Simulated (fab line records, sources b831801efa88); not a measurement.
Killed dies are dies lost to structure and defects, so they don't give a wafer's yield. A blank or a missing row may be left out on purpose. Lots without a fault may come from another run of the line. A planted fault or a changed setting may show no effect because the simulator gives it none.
fab line records | flow sky130
record lots=9 wafers=27 last_day=50
route steps=708 shown METAL4@631 VIA4@652 METAL5@662 PAD_OPEN@708
lots that met no fault: from a run of the same line without faults
start_h: hours from the record's first day to the start of the lot's first wafer shown | wait_h: hours since the lot's step before | " the same as in the row above | L1.1+2: a row that stands for several wafers | - no value, or no start given | * or withheld: withheld | < > ~ a bound
route shown NAME@n: a module of which the file shows steps, and the number in the route of the first | usual: mean/standard deviation of fault-free wafers | same: alike in all rows | chamber/n: place in a boat | sites: the reading at each site | _std_site: their standard deviation | _edge_site: outer sites' mean less inner sites' | radius_mm: how far each site lies from the wafer's centre | mask NAME#n: copy n | behind: the tool/chamber that last shaped the wafer | hold: why the lot was held/for how many hours/how that ended | device: the transistor (n, p or np) that didn't switch | end of line: the same wafers' tests at the end of the route | a step without rows: its recipe alone | killed: dies lost to structure and defects at the first sort, not the wafer's yield | map: a wafer's dies, x killed, . not, _ none there
set.NAME: the setting as run; set.NAME@STEP: as run at that earlier step | model.NAME: the simulator's own value behind a step, which no gauge read
steps of the route over a sample of lots; a table a step, a row a wafer
services: from which hour (start_h, from the record's first day; less than 0 if before it) a tool's chamber was out of use, for how many hours, and why
## steps
# step SKY_METAL4_DESCUM_15
# recipe chemistry=O2 source_power_w=150 bias_power_w=0 pressure_mtorr=10 temp_c=40 time_s=8
# usual drypump_motor_current_A=5.6/0.39 oes_product_au=0.998/0.014
# columns lot.wafer tool chamber start_h wait_h drypump_motor_current_A oes_product_au rf_hours_counter_h
L551.1 rie_metal-04 1 976.03 0.0 5.1 0.990 15
L551.2 " 0 " " 6.3 0.998 18
L551.6 " 1 " " 5.1 0.996 -
L553.1 rie_metal-02 1 987.50 0.0 5.3 0.971 7
L553.5 " 1 " " 5.2 0.979 -
L553.6 " 0 " " 5.7 0.996 -
L554.2 rie_metal-02 0 994.70 0.0 5.7 1.000 3
L554.5 " 0 " " 5.7 1.001 -
L554.6 " 1 " " 5.3 0.984 -
L558.1 rie_metal-02 1 1027.70 0.0 5.2 0.983 10
L558.2 " 0 " " 5.7 0.991 6
L558.6 " 0 " " 5.7 1.008 -
L559.2 rie_metal-04 1 1038.30 0.0 5.1 0.987 19
L559.4 " 0 " " 6.3 0.986 -
L559.6 " 0 " " 6.3 0.994 -
L560.2 rie_metal-04 1 1043.83 0.0 5.1 0.990 20
L560.4 " 0 " " 6.3 0.995 -
L560.6 " 1 " " 5.1 0.996 -
L568.2 rie_metal-03 0 1090.60 0.0 5.4 1.007 8
L568.3 " 0 " " 5.4 1.011 -
L568.4 " 1 " " 5.8 1.019 -
L571.2 rie_metal-02 1 1109.35 0.0 5.2 0.975 15
L571.4 " 1 " " 5.2 0.981 -
L571.6 " 0 " " 5.7 0.992 -
L570.4 rie_metal-03 1 1109.94 0.0 5.9 1.025 -
L570.5 " 1 " " 5.9 1.020 -
L570.6 " 0 " " 5.4 1.002 -
# step SKY_VIA4_STRIP_13
# recipe chemistry=O2/N2 power_w=1400 pressure_mtorr=1500 platen_temp_c=withheld o2_flow_sccm=3000 n2_flow_sccm=300 overash_fraction=0.5
# usual drypump_motor_current_A=5.8/0.36 o2_flow_sccm=3000/9.4 oes_product_au=0.709/0.0043 strip_time_to_endpoint_s=12.80/0.031
# columns lot.wafer tool chamber start_h wait_h drypump_motor_current_A o2_flow_sccm oes_product_au rf_hours_counter_h strip_time_to_endpoint_s
L551.1 plasma_asher-01 1 1000.87 - 5.2 3004 0.711 118 12.81
L551.2 " 0 " " 5.8 2988 0.711 118 12.78
L551.6 " 1 " " 5.1 3014 0.712 - 12.81
L553.1 plasma_asher-01 1 1012.10 - 5.2 2985 0.705 119 12.81
L553.5 " 0 " " 5.8 3001 0.712 - 12.80
L553.6 " 1 " " 5.1 2979 0.713 - 12.82
L554.2 plasma_asher-04 1 1019.47 - 5.9 2997 0.708 28 12.79
L554.5 " 0 " " 6.2 3008 0.707 - 12.80
L554.6 " 1 " " 5.9 2994 0.709 - 12.84
L558.1 plasma_asher-04 1 1051.25 - 5.9 2990 0.720 32 12.77
L558.2 " 0 " " 6.3 2998 0.714 32 12.87
L558.6 " 0 " " 6.3 3008 0.717 - 12.81
L559.2 plasma_asher-04 1 1061.57 - 5.9 3000 0.710 33 12.76
L559.4 " 1 " " 5.9 2994 0.708 - 12.82
L559.6 " 0 " " 6.3 2996 0.706 - 12.83
L560.2 plasma_asher-01 0 1067.05 - 5.8 2993 0.705 0 12.78
L560.4 " 0 " " 5.8 2989 0.711 - 12.81
L560.6 " 1 " " 5.1 3004 0.713 - 12.83
L568.2 plasma_asher-04 1 1111.65 - 5.9 3016 0.710 37 12.83
L568.3 " 0 " " 6.3 2998 0.707 - 12.84
L568.4 " 1 " " 5.9 3003 0.711 - 12.79
L571.2 plasma_asher-03 1 1130.44 - 6.0 3004 0.706 69 12.80
L571.4 " 0 " " 5.6 2996 0.712 - 12.75
L571.6 " 0 " " 5.5 2981 0.708 - 12.79
L570.4 plasma_asher-01 1 1130.91 - 5.1 2981 0.709 - 12.82
L570.5 " 1 " " 5.1 2987 0.707 - 12.72
L570.6 " 0 " " 5.8 3003 0.709 - 12.81
# step SKY_VIA4_CVD_18
# recipe material=W target_thk_nm=505 time_s=152.14 temp_c=400 pressure_torr=40
# usual heater_power_outer_w=510/19 heater_power_w=861/29 susceptor_temp_C=400.03/0.24
# columns lot.wafer tool chamber start_h wait_h heater_power_outer_w heater_power_w susceptor_temp_C
L551.1 cvd_w-02 0 1001.56 0.0 546 852 399.69
L551.2 " 1 " " 484 804 399.79
L551.6 " 1 " " 478 797 399.71
L553.1 cvd_w-02 1 1012.75 0.0 482 795 399.89
L553.5 " 1 " " 488 797 400.10
L553.6 " 0 " " 525 885 400.22
L554.2 cvd_w-02 0 1020.12 0.0 540 862 399.96
L554.5 " 1 " " 477 831 400.33
L554.6 " 0 " " 533 856 400.38
L558.1 cvd_w-02 1 1051.91 0.0 497 804 400.14
L558.2 " 0 " " 535 859 399.72
L558.6 " 0 " " 534 856 399.66
L559.2 cvd_w-02 1 1062.41 0.0 494 816 399.86
L559.4 " 1 " " 479 790 399.94
L559.6 " 0 " " 708 1066 442.63
L560.2 cvd_w-02 0 1067.72 0.0 690 1116 442.13
L560.4 " 0 " " 714 1098 442.06
L560.6 " 0 " " 702 1093 442.33
L568.2 cvd_w-01 0 1112.31 0.0 505 903 399.61
L568.3 " 0 " " 513 870 400.11
L568.4 " 1 " " 516 884 399.79
L571.2 cvd_w-01 0 1131.10 0.0 513 866 399.90
L571.4 " 1 " " 512 887 400.23
L571.6 " 0 " " 506 876 400.04
L570.4 cvd_w-01 0 1131.62 0.1 500 889 399.89
L570.5 " 0 " " 513 898 400.04
L570.6 " 1 " " 523 861 399.89
# step SKY_VIA4_RS_MEAS_19
# recipe thk_meas_gauge=four-point-probe reads=W_of_VIA4_CVD_18+TiN_of_VIA4_SPUTTER_17
# usual VIA4_W_RS=0.2278/0.0021
# columns lot.wafer tool chamber start_h wait_h VIA4_W_RS[ohm/sq]
L551.1 film_metro-03 - 1001.71 0.1 0.2239
L551.2 " - " " 0.2272
L551.6 " - " " 0.2254
L553.1 film_metro-01 - 1012.91 0.1 0.2308
L553.5 " - " " 0.2272
L553.6 " - " " 0.2253
L554.2 film_metro-01 - 1020.30 0.1 0.2248
L554.5 " - " " 0.2292
L554.6 " - " " 0.2266
L558.1 film_metro-01 - 1052.06 0.1 0.2266
L558.2 " - " " 0.2259
L558.6 " - " " 0.2281
L559.2 film_metro-03 - 1062.58 0.1 0.2271
L559.4 " - " " 0.2267
L559.6 " - " " 0.1341
L560.2 film_metro-01 - 1067.89 0.1 0.1358
L560.4 " - " " 0.1357
L560.6 " - " " 0.1349
L568.2 film_metro-03 - 1112.48 0.1 0.2271
L568.3 " - " " 0.2281
L568.4 " - " " 0.2285
L571.2 film_metro-03 - 1131.27 0.1 0.2270
L571.4 " - " " 0.2273
L571.6 " - " " 0.2295
L570.4 film_metro-04 - 1131.78 0.1 0.2276
L570.5 " - " " 0.2273
L570.6 " - " " 0.2284
# step SKY_VIA4_THK_MEAS_20
# recipe thk_meas_gauge=xrf reads=W_of_VIA4_CVD_18
# usual VIA4_W_THK=518/7
# columns lot.wafer tool chamber start_h wait_h VIA4_W_THK[nm]
L551.1 film_metro-03 - 1001.83 0.1 531
L551.2 " - " " 526
L551.6 " - " " 528
L553.1 film_metro-01 - 1013.03 0.1 514
L553.5 " - " " 522
L553.6 " - " " 525
L554.2 film_metro-01 - 1020.41 0.1 525
L554.5 " - " " 515
L554.6 " - " " 522
L558.1 film_metro-01 - 1052.18 0.1 522
L558.2 " - " " 527
L558.6 " - " " 522
L559.2 film_metro-03 - 1062.69 0.1 519
L559.4 " - " " 517
L559.6 " - " " 895
L560.2 film_metro-01 - 1068.00 0.1 896
L560.4 " - " " 899
L560.6 " - " " 898
L568.2 film_metro-03 - 1112.59 0.1 523
L568.3 " - " " 518
L568.4 " - " " 516
L571.2 film_metro-03 - 1131.38 0.1 515
L571.4 " - " " 516
L571.6 " - " " 510
L570.4 film_metro-04 - 1131.87 0.1 516
L570.5 " - " " 514
L570.6 " - " " 514
# step SKY_VIA4_CMP_21
# recipe stop_on=SiO2 t_overpolish_s=25 down_force_psi=3.5 platen_rpm=60 target_thk_nm=0 pad_velocity_m_s=0.94248
# usual motor_current_A=11.1/0.85 platen_rpm=60.00/0.037 time_to_endpoint_s=122/4.2
# columns lot.wafer tool chamber start_h wait_h motor_current_A platen_rpm time_to_endpoint_s
L551.2 cmp-02 2 1001.94 0.1 9.6 60.03 120
L551.1 " 3 " " 10.6 60.07 124
L551.6 " 1 " " 12.2 60.05 123
L553.1 cmp-02 1 1013.25 0.2 11.5 59.99 119
L553.6 " 2 " " 9.8 59.97 126
L553.5 " 3 " " 9.9 60.02 123
L554.2 cmp-01 2 1020.56 0.1 12.3 59.94 119
L554.5 " 0 " " 11.2 60.03 121
L554.6 " 1 " " 11.2 60.04 119
L558.2 cmp-02 2 1052.34 0.1 9.6 59.93 124
L558.1 " 3 " " 10.3 59.94 120
L558.6 " 1 " " 10.8 60.03 124
L559.2 cmp-01 3 1062.82 0.1 11.5 59.93 128
L559.4 " 1 " " 11.9 60.04 126
L559.6 " 3 " " 12.4 59.97 211
L560.4 cmp-01 2 1068.05 0.0 11.6 60.01 207
L560.2 " 1 " " 11.3 59.99 206
L560.6 " 3 " " 11.3 59.99 215
L568.4 cmp-01 1 1112.64 0.0 11.7 59.98 114
L568.2 " 3 " " 12.0 60.00 124
L568.3 " 0 " " 11.2 59.97 116
L571.2 cmp-02 2 1131.57 0.2 9.5 60.04 125
L571.4 " 3 " " 10.4 60.01 124
L571.6 " 3 " " 10.9 60.00 122
L570.4 cmp-02 3 1132.00 0.1 10.2 59.99 125
L570.5 " 1 " " 11.6 60.04 128
L570.6 " 2 " " 10.0 60.04 130
# step SKY_METAL5_SPUTTER_01
# recipe material=TiN target_thk_nm=20 power_w=6500 time_s=16.7 chamber_pressure_pa=0.4
# usual throttle_valve_pct=30.2/0.73
# columns lot.wafer tool chamber start_h wait_h throttle_valve_pct
L551.1 pvd_sputter-04 - 1002.21 0.0 31.6
L551.2 " - " " 28.5
L551.6 " - " " 30.1
L553.1 pvd_sputter-01 - 1013.42 0.0 30.1
L553.5 " - " " 30.4
L553.6 " - " " 29.9
L554.2 pvd_sputter-03 - 1020.78 0.0 30.3
L554.5 " - " " 30.4
L554.6 " - " " 31.0
L558.1 pvd_sputter-03 - 1052.56 0.0 29.7
L558.2 " - " " 30.6
L558.6 " - " " 30.8
L559.2 pvd_sputter-04 - 1063.14 0.0 30.2
L559.4 " - " " 30.0
L559.6 " - " " 31.8
L560.2 pvd_sputter-04 - 1068.37 0.0 29.8
L560.4 " - " " 30.0
L560.6 " - " " 30.1
L568.2 pvd_sputter-01 - 1112.96 0.0 30.5
L568.3 " - " " 30.5
L568.4 " - " " 29.5
L571.2 pvd_sputter-03 - 1131.90 0.0 30.9
L571.4 " - " " 29.8
L571.6 " - " " 30.3
L570.4 pvd_sputter-03 - 1132.23 0.0 29.8
L570.5 " - " " 30.6
L570.6 " - " " 30.6
# step SKY_PAD_OPEN_PROBE_99
# usual defect_limited_yield=82.3/2 killed_at_M0_to_M3=43/6.7 killed_at_M4_up=3.0/1.9 killed_at_contacts=25/5.4 killed_at_front_end=16/4.5 killed_at_other=0.4/0.62 killed_dies=87/9.6 killed_on_rim=17/3.6 killed_open=47/7 killed_short=39/6.1 sort_bin_3_pad_short=0.9/0.43 sort_bin_5_function=10.4/1.6 sort_bin_6_memory=6.3/0.99 sort_n_pass=405/9.6 sort_yield_pct=82.3/2
# same gross_dies=492 killed_at_back_side=0 sort_bin_4_leakage[%]=0 sort_bin_8_speed[%]=0
# columns lot.wafer tool chamber start_h wait_h defect_limited_yield[%] killed_at_M0_to_M3 killed_at_M4_up killed_at_contacts killed_at_front_end killed_at_other killed_dies killed_on_rim killed_open killed_short sort_bin_3_pad_short[%] sort_bin_5_function[%] sort_bin_6_memory[%] sort_n_pass sort_yield_pct[%]
L558.1 prober-02 - 1117.92 0.1 80.1 46 6 24 22 0 98 24 58 40 1.0 11.6 7.3 394 80.1
L558.2 prober-02 - 1117.97 0.1 84.6 32 7 23 13 1 76 21 42 34 0.6 10.8 4.1 416 84.6
L558.6 prober-02 - 1118.17 0.2 85.0 39 2 14 19 0 74 12 41 33 0.2 8.7 6.1 418 85.0
# killed by level:class
L558.1 VIA1:geometric_particle:open=14 CONTACT:geometric_particle:open=9 POLY_GATE:geometric_particle:open=8 VIA2:geometric_particle:open=8 LI_CONTACT:geometric_particle:open=6 POLY_GATE:geometric_particle:short=5 METAL4:geometric_particle:short=5 CONTACT:geometric_particle:short=5
L558.2 VIA1:geometric_particle:open=8 LI_CONTACT:geometric_particle:open=7 CONTACT:geometric_particle:open=7 FIELD_ISO:geometric_particle:short=5 VIA3:geometric_particle:open=5 POLY_GATE:geometric_particle:open=4 CONTACT:geometric_particle:short=4 METAL1:geometric_particle:short=4
L558.6 VIA1:geometric_particle:open=12 POLY_GATE:geometric_particle:open=7 VIA3:geometric_particle:open=7 CONTACT:geometric_particle:open=5 METAL1:geometric_particle:short=5 METAL2:geometric_particle:short=5 POLY_GATE:geometric_particle:short=4 SPACER:geometric_particle:short=4
## services
# columns tool chamber start_h hours kind
cmp-02 - 954.89 5.3 pm
cmp-02 - 955.93 1.0 repair
plasma_asher-01 - 973.02 2.8 repair
rie_metal-02 - 1002.45 1.4 pm
cvd_w-01 - 1011.96 0.8 repair
pvd_sputter-03 - 1014.56 1.2 repair
rie_metal-04 - 1016.54 0.5 repair
rie_metal-03 - 1029.06 2.8 pm
plasma_asher-01 - 1055.25 9.0 pm
plasma_asher-01 0 1055.25 9.0 vent_cycle
plasma_asher-01 1 1055.25 9.0 vent_cycle
plasma_asher-01 0 1064.25 - clean
plasma_asher-01 1 1064.25 - clean
cmp-01 - 1064.36 2.2 repair
cmp-01 - 1078.68 1.3 repair
cmp-01 - 1084.09 4.0 pm
cmp-01 - 1088.09 - consumable_replace:conditioner
cmp-01 - 1088.09 - consumable_replace:pad
pvd_sputter-04 - 1102.62 40.7 repair
pvd_sputter-03 1 1115.66 - consumable_replace:kit
pvd_sputter-03 1 1115.66 18.0 scheduled_down
cvd_w-01 - 1118.31 4.3 pm
pvd_sputter-01 - 1119.18 4.8 repair
plasma_asher-04 - 1120.57 14.6 pm
## key
first_sign step=SKY_VIA4_CVD_18 reading=susceptor_temp_C direction=up sigmas=99+ usual=* struck=*
effect step=SKY_VIA4_CVD_18 reading=heater_power_outer_w direction=up sigmas=10 usual=* struck=*
effect step=SKY_VIA4_RS_MEAS_19 reading=VIA4_W_RS direction=down sigmas=43 usual=0.2278 struck=0.1351
effect step=SKY_VIA4_THK_MEAS_20 reading=VIA4_W_THK direction=up sigmas=54 usual=518 struck=897
effect step=SKY_VIA4_CMP_21 reading=time_to_endpoint_s direction=up sigmas=21 usual=* struck=*
met_at SKY_VIA4_CVD_18
struck_lots L559,L560
struck_wafers L559.6,L560.2,L560.4,L560.6
not_acting_at SKY_METAL4_DESCUM_15,SKY_VIA4_STRIP_13,SKY_METAL5_SPUTTER_01
onset_between 1051.91 1062.41
fault kind=process_parameter_drift tool=cvd_w-02 chamber=0 onset_h=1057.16 steps=SKY_VIA4_CVD_18 channel=temp_c offset=* shape=step end_h=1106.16 acts_in=* stated=*
